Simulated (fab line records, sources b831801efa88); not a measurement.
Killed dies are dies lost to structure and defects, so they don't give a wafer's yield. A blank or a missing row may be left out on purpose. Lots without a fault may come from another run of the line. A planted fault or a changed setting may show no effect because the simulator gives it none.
A struck lot beside a sound one | flow sky130 | 44 steps out of a route of 708
Sound: wafers L548.1, L548.2, L548.6. Struck: wafers L535.3, L535.5. (L535.2 of the same lot was not struck and is left out.) The cause comes at the end.
At each step with rows: each side's tool, then ch and its chambers, then its first start. Under that, the readings that differ: sound wafers | struck wafers | difference of the means | sigmas: that difference in standard deviations of wafers without a fault.
alike: readings whose means differ by less than 2 such deviations, and words and numbers that are the same on both sides. not compared: withheld readings, readings that some wafer has no value for, bounds like >300 that may hide the same value, and numbers for which the record gives no deviation and whose values overlap.
The two part at a step that has a row with sigmas, a row that says differs or no value, or rows on one side only. Numbers that don't overlap but have no deviation are shown without sigmas and don't part them. A reading that every wafer of one side lacks parts them only if that side has two wafers or more.

SKY_VIA2_CD_MEAS_12: target cd 200 nm.
  sound on cd_sem-01, day 41 03:58; struck on cd_sem-01, day 37 19:00
  alike: cd_nm
SKY_VIA2_OVL_MEAS_13:
  sound on overlay-01, day 41 04:05; struck on overlay-02, day 37 19:06
  alike: VIA2_OVL
then, 2 steps without rows for these wafers: SKY_VIA2_ETCH_14 (etches BARC in N2/H2, stops on SiO2, time 45.9 s, target depth 60 nm); SKY_VIA2_ETCH_15 (etches SiO2 in C4F8/O2/Ar, stops on TiN, target depth 546 nm, time 84 s).
SKY_VIA2_STRIP_16: strips in O2/N2.
  sound on plasma_asher-03 ch 0,1, day 41 04:13; struck on plasma_asher-03 ch 1, day 37 19:14
  reading               | sound             | struck      | difference | sigmas
  oes_product_au (a.u.) | 0.390 0.403 0.396 | 0.409 0.409 | +0.013     | +3
  alike: drypump_motor_current_A, strip_time_to_endpoint_s
  not compared: rf_hours_counter_h
then, 4 steps without rows for these wafers: SKY_VIA2_STRIP_17 (strips in post etch residue remover, time 1200 s); SKY_VIA2_CLEAN_18 (cleans in IPA, time 180 s); SKY_VIA2_CLEAN_19 (cleans in O3/DIW); SKY_VIA2_SPUTTER_20 (material TiN, target thk 20 nm, time 80 s).
SKY_VIA2_CVD_21: deposits W, target thk 420 nm, time 126.4 s.
  sound on cvd_w-01 ch 0,1, day 41 04:55; struck on cvd_w-01 ch 1, day 37 19:55
  alike: heater_power_w
  not compared: since_wet_clean_h
SKY_VIA2_RS_MEAS_22: measures by four-point-probe.
  sound on film_metro-04, day 41 05:02; struck on film_metro-01, day 37 20:04
  alike: VIA2_W_RS
SKY_VIA2_THK_MEAS_23: measures by xrf.
  sound on film_metro-04, day 41 05:10; struck on film_metro-01, day 37 20:11
  alike: VIA2_W_THK
SKY_VIA2_CMP_24: polishes, stops on SiO2, t overpolish 20 s, target thk 0 nm.
  sound on cmp-02 ch 2,3, day 41 05:13; struck on cmp-01 ch 0,1, day 37 20:14
  reading                                  | sound             | struck    | difference | sigmas
  time_to_endpoint_s (s)                   | 100 101 96        | 59 58     | -40        | -13
  model.SiO2_of_VIA2_HDPCVD_00.thk_nm (nm) | 489.5 489.6 490.9 | 487 488.3 | -2         |
  alike: motor_current_A, overpolish_run_s
then, 1 step without rows for these wafers: SKY_METAL3_SPUTTER_00 (material Ti, target thk 15 nm, time 10 s).
SKY_METAL3_SPUTTER_01: material TiN, target thk 20 nm, time 16.7 s.
  sound on pvd_sputter-04, day 41 05:32; struck on pvd_sputter-03, day 37 20:34
  alike: throttle_valve_pct
then, 1 step without rows for these wafers: SKY_METAL3_SPUTTER_02 (material AlCu, target thk 735 nm, time 39.1 s).
SKY_METAL3_SPUTTER_03: material Ti, target thk 5 nm, time 3.3 s.
  sound on pvd_sputter-04, day 41 05:37; struck on pvd_sputter-03, day 37 20:37
  alike: throttle_valve_pct
then, 2 steps without rows for these wafers: SKY_METAL3_SPUTTER_04 (material TiN, target thk 70 nm, time 58.3 s); SKY_CAPM_CVD_00 (deposits SiO2, target thk 15.5 nm).
SKY_CAPM_THK_MEAS_01:
  sound on film_metro-01, day 41 05:42; struck on film_metro-04, day 37 20:43
  alike: CAPM_CVD_00_THK
then, 1 step without rows for these wafers: SKY_CAPM_SPUTTER_02 (material TiN, target thk 200 nm, time 166.7 s).
SKY_CAPM_RS_MEAS_03: measures by four-point-probe.
  sound on film_metro-04, day 41 05:52; struck on film_metro-03, day 37 20:54
  alike: CAPM_TIN_RS
SKY_CAPM_THK_MEAS_04: measures by xrf.
  sound on film_metro-04, day 41 05:59; struck on film_metro-03, day 37 21:01
  alike: CAPM_TIN_THK
then, 7 steps without rows for these wafers: SKY_CAPM_DEHYDRATE_05 (time 60 s); SKY_CAPM_HMDS_06 (prime time 60 s); SKY_CAPM_COAT_07 (resist thk 1140 nm); SKY_CAPM_SOFTBAKE_08 (time 60 s); SKY_CAPM_EXPOSE_09 (exposes mask CAPM, target cd 1000 nm); SKY_CAPM_PEB_10; SKY_CAPM_DEVELOP_11 (develop time 60 s).
SKY_CAPM_OVL_MEAS_12:
  sound on overlay-01, day 42 04:26; struck on overlay-02, day 38 21:57
  alike: CAPM_OVL
SKY_CAPM_METAL_ETCH_13: etches TiN in Cl2/BCl3, stops on SiO2, target depth 220 nm, time 62.9 s.
  sound on rie_metal-02 ch 0,1, day 42 04:29; struck on rie_metal-02 ch 0, day 38 21:59
  reading               | sound             | struck      | difference | sigmas
  oes_product_au (a.u.) | 0.952 0.938 0.946 | 0.927 0.926 | -0.019     | -3
  alike: bias_w, drypump_motor_current_A, he_backside_leak_sccm, throttle_valve_pct
  not compared: rf_hours_counter_h
then, 10 steps without rows for these wafers: SKY_CAPM_STRIP_14 (strips in O2/N2); SKY_CAPM_STRIP_15 (strips in post etch residue remover, time 1200 s); SKY_CAPM_CLEAN_16 (cleans in IPA, time 180 s); SKY_CAPM_CLEAN_17 (cleans in O3/DIW); SKY_METAL3_DEHYDRATE_05 (time 60 s); SKY_METAL3_HMDS_06 (prime time 60 s); SKY_METAL3_COAT_07 (resist thk 60 nm); SKY_METAL3_COAT_08 (resist thk 1140 nm); SKY_METAL3_SOFTBAKE_09 (time 90 s); SKY_METAL3_EXPOSE_10 (exposes mask MM3, target cd 300 nm).
SKY_METAL3_METAL_ETCH_18: etches the open film in Cl2/BCl3, stops on SiO2, target depth 845 nm, time 183.1 s.
  sound on rie_metal-03 ch 0,1, day 43 04:58; struck on rie_metal-04 ch 0,1, day 39 23:50
  reading                                  | sound           | struck      | difference | sigmas
  model.SiO2_of_VIA2_HDPCVD_00.thk_nm (nm) | 464.4 464.6 466 | 461.7 462.7 | -2.8       |
  alike: bias_w, drypump_motor_current_A, he_backside_leak_sccm, oes_product_au, throttle_valve_pct
  not compared: rf_hours_counter_h
SKY_PAD_OPEN_PROBE_99:
  the record has rows for the sound wafers here (prober-02, day 49 12:40) and none for the struck ones

WHERE THEY PART
First at SKY_VIA2_STRIP_16; last, within this record, at SKY_PAD_OPEN_PROBE_99.

WHY: what the simulator had put in
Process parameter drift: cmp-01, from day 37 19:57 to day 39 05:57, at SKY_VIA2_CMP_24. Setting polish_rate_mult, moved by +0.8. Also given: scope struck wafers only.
